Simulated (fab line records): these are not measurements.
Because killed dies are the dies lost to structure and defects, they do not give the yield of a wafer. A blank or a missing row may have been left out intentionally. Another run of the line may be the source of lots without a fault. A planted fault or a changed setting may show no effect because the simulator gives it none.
Split-lot trial	flow gf180mcu	23 wafers read from 5 lots, route of 602 steps

## ABOUT THE SPLIT
At GF_V4_CMP_04 (polishes SiO2), the setting leave-above-ref-nm was moved away from the recipe's 632.5 nm on 9 of the 23 wafers read, by -4.1% to +2.8%. The other wafers ran this setting at the recipe's value.

## THE PATH FROM SPLIT TO READING: the file shows 1 step between them
- GF_V4_ETCH_16: etches BARC in N2/H2 (also split here: ion-energy-ev)

## THE READING
oes-product-au, in a.u., at GF_V4_ETCH_17 (etches SiO2 in C4F8/O2/Ar, stops on TiN, target depth 630 nm). On this fab line, fault-free wafers typically give 0.856 a.u. with a standard deviation of 0.0047 a.u.

wafer	tool, chamber at the split	leave-above-ref-nm as run, nm	against the recipe	oes-product-au, a.u.	against lot-mates on the recipe
L076.1	cmp-01, 1	615.4	-2.7%	0.841	-0.012
L076.3	cmp-01, 0	615.4	-2.7%	0.842	-0.011
L076.4	cmp-01, 2	615.4	-2.7%	0.845	-0.008
L076.5	cmp-01, 1	632.5	recipe	0.856	-
L076.6	cmp-01, 0	632.5	recipe	0.851	-
L077.1	cmp-01, 2	632.5	recipe	0.859	-
L077.3	cmp-01, 3	648.1	+2.5%	0.864	+0.005
L077.4	cmp-01, 1	632.5	recipe	0.857	-
L077.5	cmp-01, 1	648.1	+2.5%	0.874	+0.015
L077.6	cmp-01, 2	632.5	recipe	0.860	-
L079.1	cmp-01, 1	650	+2.8%	0.867	+0.016
L079.2	cmp-01, 2	632.5	recipe	0.852	-
L079.3	cmp-01, 3	632.5	recipe	0.854	-
L079.4	cmp-01, 0	632.5	recipe	0.848	-
L079.5	cmp-01, 3	650	+2.8%	0.878	+0.027
L080.1	cmp-01, 0	606.5	-4.1%	0.840	-0.016
L080.2	cmp-01, 3	632.5	recipe	0.863	-
L080.4	cmp-01, 2	606.5	-4.1%	0.833	-0.023
L080.5	cmp-01, 2	632.5	recipe	0.856	-
L080.6	cmp-01, 1	632.5	recipe	0.849	-
L082.2	cmp-01, 2	632.5	recipe	0.852	-
L082.5	cmp-01, 1,2	632.5	recipe	0.861	-
L082.6	cmp-01, 1,2	632.5	recipe	0.856	-
When a row names more than one chamber, that row covers several wafers, and the file does not tell which wafer ran in which chamber.

FIT RESULTS
A straight line over all 23 wafers: oes-product-au changes by +0.00509 a.u. for each +1% of leave-above-ref-nm; r = +0.91; the points scatter about the line by 0.0045 a.u.
The same after taking each lot's own level away (the mean of its wafers on the recipe; 23 wafers): +0.00507 a.u. for each +1%; r = +0.91; scatter 0.0046 a.u.
According to that fit, moving leave-above-ref-nm by its largest amount changes the reading by 0.021 a.u.
Across the lots, their own levels run from 0.8513 to 0.8587 a.u., a range of 1.6 times the standard deviation given above.
Consequently the slope shifts little with the lot-to-lot level, the two slopes agreeing.
Check: for one of the wafers moved furthest among these (-4.1%), held out of the fit, the line's prediction against its lot-mates is -0.0211 a.u. It came out at -0.016 a.u. against them.

## OTHER SPLITS APPLIED TO THESE WAFERS
Other splits were also applied to these wafers ahead of the reading. Each is held against what the fit with the lots' levels taken away leaves over:
other split on the same wafers	wafers away from the commonest value	r with oes-product-au (lot level and that fit taken away)
GF_V2_PEB_12 peb-temp-c	10	+0.13
GF_V2_SPUTTER_21 time-s	6	-0.06
GF_M3_SPUTTER_03 power-w	9	+0.00
GF_M3_METAL_ETCH_16 icp-w	10	-0.14
GF_V3_CMP_04 leave-above-ref-nm	7	-0.04
GF_V3_DEVELOP_13 dev-temp-c	10	-0.18
GF_V3_SPUTTER_22 chamber-pressure-pa	18	-0.03
GF_M4_SPUTTER_04 time-s	11	-0.12
GF_V4_ETCH_16 ion-energy-ev	10	+0.35

## THE WHOLE CHAIN: every reading that the file lists as answering this split, in the file's order
step	what it does	reading	change (the file's fit)	r (the file's)
GF_V4_CMP_04	polishes SiO2	SiO2_of_V4_CVD_02.thk-nm (the simulator's own value, which no gauge read)	+6.56 nm for each +1% of the setting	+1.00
GF_V4_ETCH_17	etches SiO2 in C4F8/O2/Ar, stops on TiN, target depth 630 nm	oes-product-au	+0.00506 a.u. for each +1% of the setting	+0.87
GF_V4_ETCH_17	etches SiO2 in C4F8/O2/Ar, stops on TiN, target depth 630 nm	V4.feature-depth-nm (the simulator's own value, which no gauge read)	+6.56 nm for each +1% of the setting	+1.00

## THE FILE'S OWN FIT
oes-product-au changes by +0.00506 a.u. for each +1% of leave-above-ref-nm, r = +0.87.
